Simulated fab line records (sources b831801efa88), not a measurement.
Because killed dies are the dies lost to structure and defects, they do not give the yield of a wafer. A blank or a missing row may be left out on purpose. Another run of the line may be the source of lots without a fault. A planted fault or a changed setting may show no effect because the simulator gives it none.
Matching of chambers | flow gf180mcu | GF_V3_CVD_02 on pecvd-03 has 3 sister chambers
The step deposits SiO2 from TEOS, target thk 850 nm, time 94.851 s. 16 wafers are shown with their chamber, then 8 later ones without.

== WAFERS PAIRED WITH THEIR CHAMBERS ==
wafer  | chamber | heater-power-w (W)
L076.1 | 2       | 675
L076.3 | 0       | 687
L076.6 | 0       | 735
L081.1 | 0       | 775
L081.3 | 1       | 593
L081.6 | 2       | 669
L088.1 | 1       | 624
L088.2 | 0       | 706
L088.5 | 1       | 654
L089.1 | 2       | 643
L089.5 | 1       | 612
L089.6 | 2       | 698
L090.2 | 0       | 684
L090.3 | 1       | 628
L090.4 | 0       | 724
L092.1 | 2       | 700

SIGNATURES (means of the wafers above)
reading        | chamber 0 | chamber 1 | chamber 2 | scatter within a chamber
heater-power-w | 718.50    | 622.20    | 677.00    | 27.8
Rule: for each reading, subtract the chamber's mean from the wafer's reading, divide by that reading's scatter and square the result; add these up over the readings and take the root, which gives the wafer's distance from the chamber. The wafer belongs to the nearest chamber; if the next one is less than 2 further off, it can't be placed. How the scatter is found: for the shown wafers, subtract from each reading the mean of its chamber, square and add these, divide the total by (wafers less chambers), then take the root.

== WAFERS WITH NO CHAMBER GIVEN ==
wafer  | heater-power-w (W)
L092.3 | 526
L092.4 | 597
L093.1 | 696
L093.3 | 553
L093.6 | 580
L096.2 | 731
L096.4 | 608
L096.6 | 676

== WHICH CHAMBER EACH WENT THROUGH ==
wafer  | from the rows above          | in truth
L092.3 | can't be placed: 1 or 2      | 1
L092.4 | can't be placed: 1 or 2      | 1
L093.1 | can't be placed: 2 or 0 or 1 | 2
L093.3 | can't be placed: 1 or 2      | 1
L093.6 | can't be placed: 1 or 2      | 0
L096.2 | can't be placed: 0 or 2      | 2
L096.4 | can't be placed: 1 or 2      | 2
L096.6 | can't be placed: 2 or 0 or 1 | 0
Correctly placed: 0 of 8. These rows do not allow placing 8 (true chamber among the candidates in 7). Number placed wrongly: 0.
